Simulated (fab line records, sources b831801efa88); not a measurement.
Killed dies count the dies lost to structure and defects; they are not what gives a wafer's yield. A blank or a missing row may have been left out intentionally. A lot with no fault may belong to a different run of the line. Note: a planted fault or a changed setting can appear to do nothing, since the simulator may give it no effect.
fab line records | flow sky130
[record] lots = 6 wafers = 18 last-day = 50
route steps=708 shown LDD_HVP@283 LDD_LDN@289 PAD_OPEN@708
lots untouched by any fault: they come from a run of this same line in which no faults occurred
start-h: the number of hours between the record's first day and the start of the first shown wafer of the lot | wait-h: hours from the lot's prior step to this one | " the same as in the row above | L1.1+2: one row covering several wafers at once | - no value, or no start was given | * or withheld: withheld | < > ~ a bound
route shown NAME@n: NAME is a module with steps in the file, n the number in the route of the first one | usual: the fault-free wafers' mean and standard deviation | same: alike in all rows | chamber/n: place in a boat | sites: each site's reading | _std_site: the values' standard deviation | _edge_site: mean of outer sites minus mean of inner sites | radius-mm: how far each site lies from the wafer's centre | mask NAME#n: copy n | behind: the most recent tool/chamber to have shaped the wafer | hold: the reason the lot was held/the length of the hold in hours/how it ended | device: which transistor (n, p or np) failed to switch | end of line: tests run on the same wafers once the route is complete | where a step has no rows: the recipe by itself | killed: count of dies lost to structure and defects at first sort (not the wafer's yield) | map: shows each die of a wafer: x if killed, . if not, _ if none is there
set.NAME: the setting the step ran with; set.NAME@STEP: the setting that earlier step ran with | model.NAME: the simulator's own value behind a step, which no gauge read
lots at selected steps of the route; one table per step, one row per wafer
services: the hour from which a tool's chamber was out of use, counted from the record's first day as start-h (under 0 if before that day), plus the number of hours and why
[[steps]]
[step SKY_LDD_HVP_PEB_05]
[recipe] temp-c = withheld time-s = * resist = NOVOLAK
[step SKY_LDD_HVP_DEVELOP_06]
[recipe] resist = NOVOLAK developer = TMAH develop-time-s = 60 dev-temp-c = 23
[step SKY_LDD_HVP_OVL_MEAS_07]
[usual] LDD_HVP_OVL = 0.0/1.3
// columns lot.wafer tool chamber start-h wait-h LDD_HVP_OVL[nm]
L383.2 overlay-01 - 556.43 0.1 -0.6
L383.4 " - " " -1.8
L383.5 " - " " -2.2
L390.2 overlay-02 - 617.52 0.1 -0.4
L390.3 " - " " -0.6
L390.6 " - " " -0.6
L392.1 overlay-02 - 629.91 0.1 -0.4
L392.4 " - " " 0.7
L392.6 " - " " 0.5
L394.3 overlay-01 - 640.07 0.1 1.2
L394.4 " - " " 0.2
L394.6 " - " " -1.6
L398.3 overlay-01 - 680.68 0.1 0.1
L398.4 " - " " 0.4
L398.5 " - " " -0.2
L399.2 overlay-01 - 698.33 0.1 -0.4
L399.4 " - " " 3.0
L399.6 " - " " 1.7
[step SKY_LDD_HVP_IMPLANT_08]
[recipe] species = B energy-kev = 20 dose-cm2 = 1.7e+13 tilt-deg = 17.9
[step SKY_LDD_HVP_STRIP_09]
[recipe] chemistry = O2/N2 power-w = 1400 pressure-mtorr = 1500 platen-temp-c = withheld o2-flow-sccm = 3000 n2-flow-sccm = 300 overash-fraction = 0.5
[usual] drypump-motor-current-A = 5.7/0.49 oes-product-au = 0.408/0.0048 strip-time-to-endpoint-s = 4.135/0.016
// columns lot.wafer tool chamber start-h wait-h drypump-motor-current-A oes-product-au rf-hours-counter-h strip-time-to-endpoint-s
L383.2 plasma-asher-03 0 556.61 0.1 5.9 0.409 44 4.148
L383.4 " 0 " " 5.9 0.409 - 4.126
L383.5 " 0 " " 5.9 0.409 - 4.150
L390.2 plasma-asher-01 1 617.70 0.1 5.2 0.402 20 4.099
L390.3 " 0 " " 5.2 0.406 - 4.128
L390.6 " 0 " " 5.2 0.414 - 4.122
L392.1 plasma-asher-01 0 630.10 0.1 5.2 0.403 22 4.152
L392.4 " 1 " " 5.2 0.406 - 4.144
L392.6 " 1 " " 5.2 0.407 - 4.138
L394.3 plasma-asher-01 1 640.28 0.1 5.1 0.413 - 4.123
L394.4 " 0 " " 5.2 0.405 - 4.123
L394.6 " 0 " " 5.2 0.411 - 4.116
L398.3 plasma-asher-03 0 680.89 0.1 5.9 0.414 - 4.120
L398.4 " 1 " " 6.5 0.407 - 4.131
L398.5 " 1 " " 6.5 0.405 - 4.120
L399.2 plasma-asher-01 0 698.51 0.1 5.2 0.409 27 4.131
L399.4 " 1 " " 5.2 0.406 - 4.144
L399.6 " 1 " " 5.2 0.404 - 4.160
[step SKY_LDD_HVP_TW_MEAS_10]
[usual] LDD_HVP_TW = 459/3.9
// columns lot.wafer tool chamber start-h wait-h LDD_HVP_TW
L383.2 film-metro-02 - 556.72 0.1 453
L383.4 " - " " 454
L383.5 " - " " 453
L390.2 film-metro-04 - 617.81 0.1 463
L390.3 " - " " 465
L390.6 " - " " 461
L392.1 film-metro-01 - 630.20 0.1 462
L392.4 " - " " 460
L392.6 " - " " 463
L394.3 film-metro-02 - 640.37 0.1 452
L394.4 " - " " 451
L394.6 " - " " 454
L398.3 film-metro-02 - 680.98 0.1 459
L398.4 " - " " 458
L398.5 " - " " 459
L399.2 film-metro-02 - 698.62 0.1 457
L399.4 " - " " 458
L399.6 " - " " 456
[step SKY_LDD_LDN_DEHYDRATE_00]
[recipe] temp-c = 200 time-s = 60
[step SKY_LDD_LDN_HMDS_01]
[recipe] prime-time-s = 60 prime-temp-c = 120
[step SKY_LDD_LDN_COAT_02]
[recipe] resist = NOVOLAK spin-rpm = 3000 resist-thk-nm = 1140
[step SKY_LDD_LDN_SOFTBAKE_03]
[recipe] temp-c = 90 time-s = 60 resist = NOVOLAK
[step SKY_LDD_LDN_EXPOSE_04]
[recipe] mask-id = LDNTM na = 0.6 source-shape = conventional sigma-outer = 0.6 polarization = unpolarized target-cd-nm = 700 dose-mj = 140
[step SKY_LDD_LDN_PEB_05]
[recipe] temp-c = withheld time-s = * resist = NOVOLAK
[step SKY_LDD_LDN_DEVELOP_06]
[recipe] resist = NOVOLAK developer = TMAH develop-time-s = 60 dev-temp-c = 23
[usual] developer-temp-C = 23.00/0.12 resist-line-temp-C = 23.01/0.12
// columns lot.wafer tool chamber start-h wait-h developer-temp-C resist-line-temp-C
L383.2 litho-track-04 0 585.65 0.1 22.97 22.82
L383.4 " 0 " " 23.00 22.89
L383.5 " 0 " " 22.84 23.04
L390.2 litho-track-01 0 645.55 0.1 22.39 23.18
L390.3 " 0 " " 22.41 23.10
L390.6 " 0 " " 22.26 23.02
L392.1 litho-track-01 0 658.37 0.1 22.25 22.93
L392.4 " 0 " " 22.14 23.04
L392.6 " 0 " " 22.13 23.11
L394.3 litho-track-04 0 668.53 0.1 22.98 23.34
L394.4 " 0 " " 23.07 23.11
L394.6 " 0 " " 22.85 23.18
L398.3 litho-track-04 0 708.78 0.1 23.06 22.91
L398.4 " 0 " " 22.95 22.94
L398.5 " 0 " " 23.09 22.87
L399.2 litho-track-01 0 726.20 0.1 23.17 22.92
L399.4 " 0 " " 23.09 23.00
L399.6 " 0 " " 23.22 22.87
[step SKY_LDD_LDN_OVL_MEAS_07]
[usual] LDD_LDN_OVL = 1.0/1.2
// columns lot.wafer tool chamber start-h wait-h LDD_LDN_OVL[nm]
L383.2 overlay-01 - 585.78 0.1 -0.8
L383.4 " - " " 0.3
L383.5 " - " " -0.5
L390.2 overlay-01 - 645.68 0.1 2.9
L390.3 " - " " 3.0
L390.6 " - " " 2.9
L392.1 overlay-02 - 658.52 0.1 2.1
L392.4 " - " " -0.5
L392.6 " - " " -0.3
L394.3 overlay-01 - 668.64 0.1 0.0
L394.4 " - " " 2.3
L394.6 " - " " 1.6
L398.3 overlay-02 - 708.89 0.1 -0.1
L398.4 " - " " 1.3
L398.5 " - " " 0.8
L399.2 overlay-02 - 726.33 0.1 1.7
L399.4 " - " " 0.4
L399.6 " - " " 0.8
[step SKY_PAD_OPEN_PROBE_99]
[usual] killed_at_M0_to_M3 = 42/6.9 killed_at_M4_up = 3.2/1.7 killed-at-contacts = 25/5.1 killed-at-front-end = 15/4.5 killed-at-other = 0.4/0.63 killed-dies = 86/9.3 killed-open = 46/7 killed-short = 39/6.9
[same] gross-dies = 492 killed-at-back-side = 0
// columns lot.wafer tool chamber start-h wait-h killed_at_M0_to_M3 killed_at_M4_up killed-at-contacts killed-at-front-end killed-at-other killed-dies killed-open killed-short
L383.2 prober-01 - 1123.83 0.1 40 2 30 13 0 85 52 33
L383.4 prober-01 - 1123.93 0.2 54 5 27 23 2 111 51 58
L383.5 prober-01 - 1123.98 0.2 36 6 23 16 1 82 46 35
L390.2 prober-01 - 1161.58 0.1 35 2 24 24 0 85 42 43
L390.3 prober-01 - 1161.63 0.2 36 4 27 20 0 87 43 44
L390.6 prober-01 - 1161.78 0.2 35 2 23 9 1 70 34 36
L392.1 prober-01 - 1168.16 0.1 39 1 30 19 0 89 47 42
L392.4 prober-01 - 1168.31 0.2 41 1 27 13 0 82 50 31
L392.6 prober-01 - 1168.41 0.2 32 1 23 29 0 85 50 35
L394.3 prober-01 - 1173.69 0.2 44 6 20 10 1 81 36 45
L394.4 prober-01 - 1173.74 0.2 39 4 27 15 0 85 49 36
L394.6 prober-01 - 1173.84 0.2 40 3 23 13 1 80 46 34
L398.3 prober-01 - 1198.19 0.2 42 3 22 10 1 78 39 39
L398.4 prober-01 - 1198.24 0.2 34 4 42 17 0 97 52 44
L398.5 prober-01 - 1198.29 0.2 42 4 30 21 0 97 54 43
L399.2 prober-01 - 1208.08 0.1 47 2 30 13 0 92 53 39
L399.4 prober-01 - 1208.18 0.2 46 4 28 7 0 85 40 45
L399.6 prober-01 - 1208.28 0.2 45 2 27 22 0 96 48 48
// killed by level:class
L383.2 VIA1:geometric-particle:open=14 CONTACT:geometric-particle:open=12 LI_CONTACT:geometric-particle:open=9 METAL1:geometric-particle:short=7 CONTACT:geometric-particle:short=6 FIELD_ISO:geometric-particle:short=3 FIELD_ISO:geometric-particle:open=3 POLY_GATE:geometric-particle:open=3
L383.4 VIA1:geometric-particle:open=11 LI_CONTACT:geometric-particle:open=10 FIELD_ISO:geometric-particle:short=7 METAL1:geometric-particle:short=7 VIA1:geometric-particle:short=7 METAL2:geometric-particle:short=7 VIA2:geometric-particle:open=7 CONTACT:geometric-particle:open=6
L383.5 CONTACT:geometric-particle:open=11 VIA1:geometric-particle:open=8 VIA3:geometric-particle:open=7 LI_CONTACT:geometric-particle:open=5 VIA1:geometric-particle:short=5 LI_CONTACT:geometric-particle:short=4 METAL3:geometric-particle:short=4 METAL4:geometric-particle:short=4
L390.2 VIA1:geometric-particle:short=8 FIELD_ISO:geometric-particle:short=7 CONTACT:geometric-particle:open=7 VIA1:geometric-particle:open=7 FIELD_ISO:geometric-particle:open=6 LI_CONTACT:geometric-particle:short=5 METAL1:geometric-particle:short=5 VIA3:geometric-particle:open=5
L390.3 CONTACT:geometric-particle:open=17 VIA1:geometric-particle:short=7 METAL2:geometric-particle:short=7 FIELD_ISO:geometric-particle:short=6 VIA1:geometric-particle:open=6 CONTACT:geometric-particle:short=5 POLY_GATE:geometric-particle:open=4 LI_CONTACT:geometric-particle:open=4
L390.6 CONTACT:geometric-particle:open=10 VIA2:geometric-particle:open=8 LI_CONTACT:geometric-particle:open=6 VIA1:geometric-particle:short=6 CONTACT:geometric-particle:short=5 METAL2:geometric-particle:short=5 VIA2:geometric-particle:short=5 METAL3:geometric-particle:short=4
L392.1 CONTACT:geometric-particle:open=15 FIELD_ISO:geometric-particle:short=10 LI_CONTACT:geometric-particle:open=6 VIA1:geometric-particle:short=6 VIA1:geometric-particle:open=6 VIA2:geometric-particle:open=6 METAL3:geometric-particle:short=5 VIA3:geometric-particle:short=5
L392.4 CONTACT:geometric-particle:open=13 VIA1:geometric-particle:open=10 VIA2:geometric-particle:open=8 LI_CONTACT:geometric-particle:open=7 FIELD_ISO:geometric-particle:short=5 VIA1:geometric-particle:short=5 FIELD_ISO:geometric-particle:open=4 VIA3:geometric-particle:short=4
L392.6 FIELD_ISO:geometric-particle:open=11 VIA2:geometric-particle:open=10 VIA1:geometric-particle:open=9 POLY_GATE:geometric-particle:short=7 LI_CONTACT:geometric-particle:open=7 CONTACT:geometric-particle:open=6 POLY_GATE:geometric-particle:open=5 CONTACT:geometric-particle:short=5
L394.3 VIA1:geometric-particle:short=11 VIA1:geometric-particle:open=9 VIA2:geometric-particle:open=7 CONTACT:geometric-particle:open=6 METAL4:geometric-particle:short=5 LOCAL_INTERCONNECT:geometric-particle:short=5 LI_CONTACT:geometric-particle:open=4 VIA3:geometric-particle:short=4
L394.4 CONTACT:geometric-particle:open=12 VIA1:geometric-particle:open=10 VIA1:geometric-particle:short=7 METAL2:geometric-particle:short=7 VIA3:geometric-particle:open=6 FIELD_ISO:geometric-particle:open=5 LOCAL_INTERCONNECT:geometric-particle:short=5 LI_CONTACT:geometric-particle:open=4
L394.6 VIA2:geometric-particle:open=10 LI_CONTACT:geometric-particle:open=7 CONTACT:geometric-particle:open=7 VIA1:geometric-particle:open=7 VIA3:geometric-particle:open=5 FIELD_ISO:geometric-particle:short=4 VIA1:geometric-particle:short=4 METAL3:geometric-particle:short=4
L398.3 LI_CONTACT:geometric-particle:open=8 VIA1:geometric-particle:open=8 METAL1:geometric-particle:short=7 CONTACT:geometric-particle:short=6 VIA3:geometric-particle:open=6 VIA2:geometric-particle:open=6 VIA3:geometric-particle:short=6 CONTACT:geometric-particle:open=5
L398.4 CONTACT:geometric-particle:open=16 LI_CONTACT:geometric-particle:open=11 FIELD_ISO:geometric-particle:short=8 VIA3:geometric-particle:open=8 VIA1:geometric-particle:open=6 VIA2:geometric-particle:open=6 LOCAL_INTERCONNECT:geometric-particle:short=5 METAL1:geometric-particle:short=5
L398.5 CONTACT:geometric-particle:open=11 LI_CONTACT:geometric-particle:open=9 VIA1:geometric-particle:open=9 FIELD_ISO:geometric-particle:short=6 METAL2:geometric-particle:short=6 VIA2:geometric-particle:open=6 VIA3:geometric-particle:open=6 VIA1:geometric-particle:short=5
L399.2 VIA1:geometric-particle:open=15 CONTACT:geometric-particle:short=9 CONTACT:geometric-particle:open=8 METAL1:geometric-particle:short=8 LI_CONTACT:geometric-particle:open=7 VIA3:geometric-particle:open=6 VIA2:geometric-particle:open=4 POLY_GATE:geometric-particle:open=3
L399.4 VIA1:geometric-particle:open=12 LI_CONTACT:geometric-particle:open=7 CONTACT:geometric-particle:short=6 METAL1:geometric-particle:short=6 CONTACT:geometric-particle:open=6 LOCAL_INTERCONNECT:geometric-particle:short=6 VIA1:geometric-particle:short=6 METAL2:geometric-particle:short=6
L399.6 VIA1:geometric-particle:open=11 LOCAL_INTERCONNECT:geometric-particle:short=8 LI_CONTACT:geometric-particle:open=7 CONTACT:geometric-particle:short=7 METAL1:geometric-particle:short=7 POLY_GATE:geometric-particle:short=6 VIA3:geometric-particle:open=6 CONTACT:geometric-particle:open=5
[[services]]
// columns tool chamber start-h hours kind
plasma-asher-01 - 565.73 2.4 repair
plasma-asher-03 - 584.37 3.5 repair
plasma-asher-01 - 679.05 14.7 repair
plasma-asher-01 - 693.75 2.8 pm
plasma-asher-01 - 709.86 2.4 repair
[[key]]
[first-sign] step = SKY_LDD_LDN_DEVELOP_06 reading = developer-temp-C direction = down sigmas = 6.3 usual = * struck = *
effect none on later readings
met-at SKY_LDD_LDN_DEVELOP_06
struck-wafers L390.2,L390.3,L390.6,L392.1,L392.4,L392.6
tester-left-out L390,L392
[fault] kind = process-parameter-drift tool = litho-track-01 chamber = - onset-h = 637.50 steps = SKY_LDD_LDN_DEVELOP_06 channel = dev-temp-c offset = * shape = step end-h = 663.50 acts-in = * stated = *
// tester-left-out: of these lots the tester's yield and bins aren't shown, on N5 and GAA mostly nor the transistor test; their killed dies are dies lost to structure and defects alone, not to doping, threshold or leakage, so they don't give the yield
